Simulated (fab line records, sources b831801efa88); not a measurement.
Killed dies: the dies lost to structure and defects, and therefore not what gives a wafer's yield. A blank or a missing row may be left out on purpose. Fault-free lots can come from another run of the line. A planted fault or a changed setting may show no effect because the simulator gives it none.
One fault seen from 2 desks / flow gf180mcu / each desk holds nothing but its own numbers, with what lay behind them at the end

## THE METROLOGY DESK
What the gauges read for every lot (on any tool): the sampled wafers with a number, averaged. A lot is out of limits, marked OUT, if its mean lies more than 4 standard deviations from the usual mean; the brackets give that distance.
Columns: A = cdNm at GF_V4_CD_MEAS_14, usual 260.0 nm; B = cdNm at GF_TOP_METAL_CD_MEAS_14, usual 440.0 nm; C = PASSIVATION_CVD_02_THK at GF_PASSIVATION_THK_MEAS_03, usual 700 nm
lot=L729; first seen here=day 24 10:37; A=259.6; B=440.7; C=695
lot=L730; first seen here=day 24 17:16; A=261.4; B=440.3; C=708
lot=L731; first seen here=day 25 01:11; A=261.2; B=440.8; C=701
lot=L732; first seen here=day 25 11:03; A=258.9; B=441.9; C=693
lot=L733; first seen here=day 25 16:41; A=260.6; B=437.4; C=688
lot=L736; first seen here=day 26 17:38; A=261.0; B=439.5; C=691
lot=L737; first seen here=day 27 02:59; A=259.6; B=438.5; C=693
lot=L741; first seen here=day 28 11:20; A=261.3; B=442.8; C=701
lot=L747; first seen here=day 30 02:22; A=260.4; B=440.8; C=710
lot=L749; first seen here=day 30 10:35; A=258.7; B=441.8; C=588 (-13) OUT
lot=L750; first seen here=day 30 19:22; A=259.3; B=438.0; C=705
lot=L751; first seen here=day 31 01:45; A=260.9; B=442.2; C=587 (-13) OUT
lot=L752; first seen here=day 31 12:08; A=259.6; B=440.0; C=701
Finding of this desk: L749, L751 out of limits, first seen on L749 at day 33 11:47 (PASSIVATION_CVD_02_THK at GF_PASSIVATION_THK_MEAS_03). In limits: L729, L730, L731, L732, L733, L736, L737, L741, L747, L750, L752.

## TOOL OWNER'S DESK, pecvd-04
The tool's own readings at GF_PASSIVATION_CVD_02 (deposits Si3N4, target thk 700 nm, time 486.18 s): means of the sampled wafers that have a number, for each lot that ran on this tool. A lot is out of limits, marked OUT, if its mean lies more than 4 standard deviations from the usual mean; the brackets give that distance.
Columns: A = heaterPowerW at GF_PASSIVATION_CVD_02, usual 671 W
lot=L729; first seen here=day 28 03:57; A=628
lot=L730; first seen here=day 28 08:38; A=686
lot=L731; first seen here=day 28 17:26; A=632
lot=L732; first seen here=day 29 01:17; A=621
lot=L733; first seen here=day 29 06:26; A=677
lot=L736; first seen here=day 30 05:57; A=663
lot=L747; first seen here=day 33 04:43; A=639
lot=L749; first seen here=day 33 11:30; A=647
lot=L751; first seen here=day 34 01:26; A=591
This desk's finding: nothing out of limits on any of the 9 lots.

## ALL TOGETHER
At day 33 11:47 the metrology desk could have sounded an alarm, on L749, L751.
The tool owner's desk saw nothing out of limits.
Tool owner's desk: L749, L751 on record, inside its limits.
Every lot named ran GF_PASSIVATION_CVD_02 on pecvd-04.

## WHAT THE SIMULATOR HAD PUT IN
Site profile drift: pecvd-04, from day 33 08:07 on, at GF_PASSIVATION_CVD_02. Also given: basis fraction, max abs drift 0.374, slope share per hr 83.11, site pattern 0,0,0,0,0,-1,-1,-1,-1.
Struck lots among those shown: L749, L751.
Hours from the fault's start to each desk's first reading out of limits: the metrology desk, 4.
